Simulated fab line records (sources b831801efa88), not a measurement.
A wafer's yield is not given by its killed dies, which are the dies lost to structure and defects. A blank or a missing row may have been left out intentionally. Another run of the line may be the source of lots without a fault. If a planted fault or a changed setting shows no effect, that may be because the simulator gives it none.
Struck lot and sound lot, side by side + flow sky130 + 15 out of 708 route steps
Sound: the wafers L944.2, L944.3, L944.6. Wafers struck: L958.1, L958.2, L958.4. At the end, the cause is stated.
Each step with rows lists, per side, the tool, then ch with its chambers, then its first start. Under that, the readings that differ: sound wafers + struck wafers + difference of the means + sigmas: that difference in standard deviations of wafers without a fault.
alike: readings with means less than 2 such deviations apart, plus words and numbers identical on both sides. not compared: withheld readings, readings lacking a value on some wafer, bounds such as >300 that could conceal the same value, and numbers that have no deviation in the record and whose values overlap.
Wherever a step has rows on one side only, a row that says differs or no value, or a row with sigmas, the two part there. When numbers do not overlap yet have no deviation, they are printed without sigmas and do not part them. A reading that every wafer of one side lacks parts them only if that side has two wafers or more.

SKY_FIELD_ISO_BOW_MEAS_00:
  struck on filmMetro-03, day 6 00:00; sound on filmMetro-02, day 3 02:01
  alike: INCOMING_BOW
then, 1 step without rows for these wafers: SKY_FIELD_ISO_OXIDATION_01 (stabilise 600 s, purge 300 s, target thk 12 nm).
SKY_FIELD_ISO_THK_MEAS_02:
  struck on filmMetro-02, day 6 02:24; sound on filmMetro-02, day 3 03:38
  alike: FIELD_ISO_OXIDATION_00_THK
then, 1 step without rows for these wafers: SKY_FIELD_ISO_CVD_03 (deposits Si3N4 from DCS/NH3, target thk 165 nm, time 2830 s).
SKY_FIELD_ISO_THK_MEAS_04:
  struck on filmMetro-02, day 6 07:09; sound on filmMetro-02, day 3 07:07
  alike: FIELD_ISO_CVD_03_THK
then, 7 steps without rows for these wafers: SKY_FIELD_ISO_DEHYDRATE_05 (time 60 s); SKY_FIELD_ISO_HMDS_06 (prime time 60 s); SKY_FIELD_ISO_COAT_07 (resist thk 60 nm); SKY_FIELD_ISO_COAT_08 (resist thk 457.5 nm); SKY_FIELD_ISO_SOFTBAKE_09 (time 90 s); SKY_FIELD_ISO_EXPOSE_10 (exposes mask FOM, target cd 150 nm); SKY_FIELD_ISO_PEB_11.
SKY_FIELD_ISO_DEVELOP_12: develop time 60 s.
  sound on lithoTrack-02 ch 0, day 3 23:00; struck on lithoTrack-01 ch 0, day 7 03:00
| reading            | sound             | struck            | difference | sigmas |
|--------------------|-------------------|-------------------|------------|--------|
| developerTempC (C) | 21.05 20.94 20.90 | 20.27 20.10 20.19 | -0.78      | -7     |
SKY_FIELD_ISO_CD_MEAS_13: target cd 150 nm.
  struck on cdSem-01, day 7 03:19; sound on cdSem-01, day 3 23:49
  alike: cdNm
-- a jump in the record: the struck wafers' starts before and after are 44 days apart (it breaks off in module FIELD_ISO and resumes in module PAD_OPEN, where the first step shown is number 708 of the route) --
SKY_PAD_OPEN_PROBE_99:
  struck on prober-02, day 51 10:50; sound on prober-02, day 47 21:11
  alike: killed_at_M0_to_M3, killed_at_M4_up, killedAtContacts, killedAtFrontEnd, killedAtOther, killedDies, killedOpen, killedShort

WHERE THEY PART
SKY_FIELD_ISO_DEVELOP_12 only, going by this record. Later steps at which nothing parts them and some readings are alike: SKY_FIELD_ISO_CD_MEAS_13, SKY_PAD_OPEN_PROBE_99.

WHY: what had been put in by the simulator
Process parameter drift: lithoTrack-01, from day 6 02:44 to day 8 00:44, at SKY_FIELD_ISO_DEVELOP_12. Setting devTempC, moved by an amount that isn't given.
